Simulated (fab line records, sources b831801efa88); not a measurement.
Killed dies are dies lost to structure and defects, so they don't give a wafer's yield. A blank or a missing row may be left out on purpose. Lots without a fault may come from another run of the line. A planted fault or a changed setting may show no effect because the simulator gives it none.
A struck lot beside a sound one | flow sky130 | 15 steps out of a route of 708
Sound: wafers L790.3, L790.5, L790.6. Struck: wafer L786.1. (L786.2, L786.6 of the same lot were not struck and are left out.) The cause comes at the end.
At each step with rows: each side's tool, then ch and its chambers, then its first start. Under that, the readings that differ: sound wafers | struck wafers | difference of the means | sigmas: that difference in standard deviations of wafers without a fault.
alike: readings whose means differ by less than 2 such deviations, and words and numbers that are the same on both sides. not compared: withheld readings, readings that some wafer has no value for, bounds like >300 that may hide the same value, and numbers for which the record gives no deviation and whose values overlap.
The two part at a step that has a row with sigmas, a row that says differs or no value, or rows on one side only. Numbers that don't overlap but have no deviation are shown without sigmas and don't part them. A reading that every wafer of one side lacks parts them only if that side has two wafers or more.

first, 3 steps without rows for these wafers: SKY_LI_CONTACT_EXPOSE_09 (exposes mask LICM1, target cd 170 nm); SKY_LI_CONTACT_PEB_10; SKY_LI_CONTACT_DEVELOP_11 (develop time 60 s).
SKY_LI_CONTACT_CD_MEAS_12: target cd 170 nm.
  sound on cd_sem-01, day 35 05:28; struck on cd_sem-01, day 34 14:59
  alike: cd_nm
SKY_LI_CONTACT_OVL_MEAS_13:
  sound on overlay-02, day 35 05:34; struck on overlay-02, day 34 15:07
  alike: LI_CONTACT_OVL
SKY_LI_CONTACT_ETCH_14: etches BARC in N2/H2, stops on SiO2, time 45.9 s, target depth 60 nm.
  sound on rie_diel-04 ch 1,3, day 35 05:35; struck on rie_diel-01 ch 1, day 34 15:09
  alike: drypump_motor_current_A, oes_product_au, rf_fwd_power_W, throttle_valve_pct
  not compared: rf_hours_counter_h
SKY_LI_CONTACT_ETCH_15: etches PSG in C4F8/O2/Ar, stops on Si, target depth 600 nm.
  sound on rie_diel-04 ch 1,3, day 35 05:38; struck on rie_diel-01 ch 1, day 34 15:11
  alike: oes_product_au, rf_fwd_power_W
SKY_LI_CONTACT_STRIP_16: strips in O2/N2.
  sound on plasma_asher-03 ch 0,1, day 35 05:45; struck on plasma_asher-02 ch 0, day 34 15:17
  reading                | sound | struck | difference                   | sigmas
  rf_hours_counter_h (h) | - - - | 97     | no value on the sound wafers |
  alike: drypump_motor_current_A, oes_product_au, strip_time_to_endpoint_s
then, 2 steps without rows for these wafers: SKY_LI_CONTACT_CLEAN_17 (cleans in NMP, time 600 s); SKY_LI_CONTACT_PRE_CLEAN_18 (time 5.6 s).
SKY_LI_CONTACT_SPUTTER_19: material Ti, target thk 20 nm, time 106.37 s.
  sound on pvd_sputter-03, day 35 06:01; struck on pvd_sputter-03, day 34 15:34
  alike: throttle_valve_pct
SKY_LI_CONTACT_SPUTTER_20: material TiN, target thk 20 nm, time 80 s.
  sound on pvd_sputter-03, day 35 06:05; struck on pvd_sputter-03, day 34 15:39
  alike: throttle_valve_pct
SKY_LI_CONTACT_CVD_21: deposits W, target thk 400 nm, time 120.56 s.
  sound on cvd_w-02 ch 0,1, day 35 06:11; struck on cvd_w-01 ch 0, day 34 15:43
  reading                      | sound             | struck | difference | sigmas
  chamber_pressure_Torr (Torr) | 39.98 40.01 40.05 | 38.63  | -1.38      | -18
  alike: heater_power_w
SKY_LI_CONTACT_RS_MEAS_22: measures by four-point-probe.
  sound on film_metro-03, day 35 06:19; struck on film_metro-02, day 34 15:50
  alike: LI_CONTACT_W_RS
-- the record jumps here: 15 days lie between the struck wafers' starts before and after (it left off in module LI_CONTACT and takes up again in module PAD_OPEN, whose first step shown is number 708 of the route) --
SKY_PAD_OPEN_PROBE_99:
  the record has rows for the struck wafers here (prober-01, day 49 19:35) and none for the sound ones

WHERE THEY PART
First at SKY_LI_CONTACT_STRIP_16; last, within this record, at SKY_PAD_OPEN_PROBE_99.

WHY: what the simulator had put in
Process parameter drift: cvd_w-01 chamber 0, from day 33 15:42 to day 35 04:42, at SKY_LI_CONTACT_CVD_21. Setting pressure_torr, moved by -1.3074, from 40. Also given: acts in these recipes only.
